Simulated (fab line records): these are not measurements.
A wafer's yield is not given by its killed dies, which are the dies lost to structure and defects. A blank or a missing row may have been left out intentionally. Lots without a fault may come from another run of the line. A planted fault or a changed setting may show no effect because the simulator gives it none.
What tool caused it?    flow sky130    13 lots with 39 wafers sampled at 3 steps, on a route of 708 steps

== WHAT EACH GAUGE READ, for each wafer ==
SKY_CAPM_OVL_MEAS_12.
lot   measured      on          CAPM_OVL (nm)
L711  day 37 00:04  overlay-01  -0.8 1.6 -0.7
L712  day 37 11:20  overlay-02  -0.2 -1.2 -1.4
L715  day 38 17:11  overlay-01  -0.4 -0.1 1.1
L719  day 39 15:44  overlay-02  -1.7 -1.4 0.2
L721  day 40 11:34  overlay-01  -0.1 -0.6 -0.7
L723  day 40 23:32  overlay-01  -0.3 1.2 -0.3
L727  day 42 07:05  overlay-02  -1.3 -1.5 -2.5
L728  day 42 09:52  overlay-02  -0.3 0.3 -0.4
L729  day 42 12:02  overlay-02  -0.5 -2.7 0.5
L731  day 43 05:17  overlay-02  2.0 0.9 1.2
L733  day 43 12:41  overlay-01  1.7 0.6 0.4
L732  day 43 19:01  overlay-01  -1.7 -1.2 -1.0
L734  day 44 03:01  overlay-02  -0.1 -0.5 -0.4

== WHAT TOOL EACH LOT RAN ON (gives the tool, then ch and the chambers of the sampled wafers, and finally the start) ==
lot   SKY_NWELL_EXPOSE_07                SKY_METAL2_SPUTTER_01
L711  ilineStepper-01 ch 0, day 4 05:28  pvdSputter-04, day 33 13:47
L712  ilineStepper-01 ch 0, day 4 12:47  pvdSputter-04, day 34 00:37
L715  ilineStepper-02 ch 0, day 5 04:11  pvdSputter-01, day 35 06:01
L719  ilineStepper-01 ch 0, day 6 02:20  pvdSputter-04, day 36 09:43
L721  ilineStepper-01 ch 0, day 6 14:46  pvdSputter-02, day 37 04:46
L723  ilineStepper-01 ch 0, day 7 03:17  pvdSputter-01, day 37 18:12
L727  ilineStepper-01 ch 0, day 8 06:11  pvdSputter-02, day 39 02:54
L728  ilineStepper-01 ch 0, day 8 07:56  pvdSputter-02, day 39 05:34
L729  ilineStepper-01 ch 0, day 8 11:29  pvdSputter-02, day 39 07:43
L731  ilineStepper-01 ch 0, day 8 21:26  pvdSputter-01, day 40 02:42
L733  ilineStepper-01 ch 0, day 9 10:50  pvdSputter-04, day 40 09:55
L732  ilineStepper-01 ch 0, day 9 11:11  pvdSputter-04, day 40 16:27
L734  ilineStepper-01 ch 0, day 9 20:23  pvdSputter-01, day 41 01:02
- SKY_NWELL_EXPOSE_07: exposes mask NWM, target cd 840 nm.
- SKY_METAL2_SPUTTER_01: material TiN, target thk 20 nm, time 16.7 s.

== WHAT THE TOOLS THEMSELVES READ (means of the sampled wafers that have a number; where no wafer has one, the mark that the record gives instead) ==
SKY_METAL2_SPUTTER_01.
lot   tool           throttleValvePct (%)
L711  pvdSputter-04  30.2
L712  pvdSputter-04  29.3
L715  pvdSputter-01  30.8
L719  pvdSputter-04  30.1
L721  pvdSputter-02  29.8
L723  pvdSputter-01  29.2
L727  pvdSputter-02  29.1
L728  pvdSputter-02  29.7
L729  pvdSputter-02  28.8
L731  pvdSputter-01  30.2
L733  pvdSputter-04  30.3
L732  pvdSputter-04  29.9
L734  pvdSputter-01  29.8

== THE ANSWER, worked out from the rows above alone ==
Rule: the usual values come from the lots themselves. Put in order of their means at a reading, lots are off if they are a third of the lots or fewer, leave a main group of 4 or more, and stand apart from it by a gap of 3 or more times the standard deviation of the main group's means; of several such gaps the widest counts. Not used: any main group whose means are identical at the precision the tables above print for the reading. Also off: a lot with no number at a reading for which 4 or more lots have one. Any other lot the step has rows for is counted as sound. Order of review: gauges by route order, followed by the tools' own readings, for which a lot's mean as printed above is used. At the first step where some lot is off, the reading lying furthest off is the one used; lots without a number count as furthest.
Across all readings shown, no lot is off: no conclusion can be drawn from this.

== WHAT THE SIMULATOR HAD INSERTED ==
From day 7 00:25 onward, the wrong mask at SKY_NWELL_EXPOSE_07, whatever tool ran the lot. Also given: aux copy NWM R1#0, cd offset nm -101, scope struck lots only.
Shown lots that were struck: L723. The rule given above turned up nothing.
